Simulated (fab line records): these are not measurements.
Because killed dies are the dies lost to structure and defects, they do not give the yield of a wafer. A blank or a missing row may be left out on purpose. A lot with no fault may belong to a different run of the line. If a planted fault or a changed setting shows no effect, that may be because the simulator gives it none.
Problem report, 8D (eight disciplines) form, completed by code + flow sky130 + the parts of the form that need people (team, actions taken, sign-off) are left out

1. THE ISSUE
Across 9 wafers from 3 lots, SONOS_ONO_OXIDATION_THK at SKY_SONOS_ONO_THK_MEAS_01 averages 2.88 nm, while fault-free wafers read 2.60 nm with a standard deviation of 0.055. That is +5.1 standard deviations from the usual mean.
The first sign was on wafer L620.1 at day 12 21:05, on film_metro-01. At this step, 33 wafers from 11 lots have a number in the record. By rule, "out" or "out of limits" means more than 4 standard deviations away from the usual mean. All remaining wafers that have a number are taken as sound.

2. WHAT IT IS; WHAT IT IS NOT
| question                    | is                                          | is not                                                                                            |
|-----------------------------|---------------------------------------------|---------------------------------------------------------------------------------------------------|
| which readings at this step | SONOS_ONO_OXIDATION_THK                     | -                                                                                                 |
| which lots                  | L620, L621, L622                            | L618, L619, L631, L635, L636, L638, L639, L640                                                    |
| which wafers of those lots  | all that have a number                      | -                                                                                                 |
| read on which gauges        | film_metro-01, film_metro-03, film_metro-04 | -                                                                                                 |
| when                        | from day 12 21:05                           | up to then (6 sound wafers); but 18 sound wafers of L631, L635, L636, L638, L639, L640 came after |

3. SUSPECTS, AND WHAT RULES EACH OUT
Counting: a tool stays on the suspect list if, at a process step up to the reading, it processed all lots that are out and no sound lot following the first of them.
- the gauge at SKY_SONOS_ONO_THK_MEAS_01 has been ruled out. 3 gauges (film_metro-01, film_metro-03, film_metro-04) read the wafers that are out.
- furnace-01 at SKY_SONOS_ONO_OXIDATION_00 (stabilise 600 s, purge 300 s, target thk 2.6 nm): ruled out as a lasting fault. Following L620 (day 12 19:44), the first lot on it that is out, the sound lots L636, L639, L640 were run on it.
Left after counting: nothing in the record.

4. THE CAUSE (what the simulator had put in)
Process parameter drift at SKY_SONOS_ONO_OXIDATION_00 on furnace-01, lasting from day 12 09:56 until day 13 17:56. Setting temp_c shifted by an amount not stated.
Counting ruled it out, wrongly: the rule takes a fault to strike every lot that its tool runs from its start on, and this one did not.

5. THE EFFECT CHAIN, in route order
Each row: a reading where the mean over the struck wafers with a number is more than 3 standard deviations away from the usual. Only readings for which the record gives a usual standard deviation are gone through. hours: the time from each lot's start at the first step in this table that gives one to its start at this step, as a median over the lots. sigmas: the change in usual standard deviations.
| hours | step                       | reading                 | usual   | on struck wafers | change | sigmas |
|-------|----------------------------|-------------------------|---------|------------------|--------|--------|
| 0     | SKY_SONOS_ONO_OXIDATION_00 | spike_tc_centre_C       | 800.2 C | 806.3            | +6.1   | +4.7   |
| 0     | SKY_SONOS_ONO_OXIDATION_00 | spike_tc_lower_C        | 801.0 C | 807.1            | +6.1   | +3.8   |
| 0     | SKY_SONOS_ONO_OXIDATION_00 | spike_tc_upper_C        | 799.6 C | 806.4            | +6.8   | +5.6   |
| 0     | SKY_SONOS_ONO_OXIDATION_00 | tube_center_temp_C      | 800 C   | 807              | +7     | +95    |
| 0     | SKY_SONOS_ONO_OXIDATION_00 | tube_center_temp_C_max  | 802.0   | 809.4            | +7.4   | +22    |
| 1     | SKY_SONOS_ONO_THK_MEAS_01  | SONOS_ONO_OXIDATION_THK | 2.60 nm | 2.88             | +0.28  | +5.1   |
It contains these process steps:
- SKY_SONOS_ONO_OXIDATION_00: stabilise 600 s, purge 300 s, target thk 2.6 nm.

6. WHAT WOULD HAVE CAUGHT IT SOONER
11 hours passed between the start of the fault at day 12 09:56 and the first reading out of limits at a measuring or inspecting step in this record, taken at day 12 21:05.
Tool's own readings at SKY_SONOS_ONO_OXIDATION_00, tube_center_temp_C, tube_center_temp_C_max: out on all struck wafers the step has rows for; an alarm limit on them would have tripped on the first.
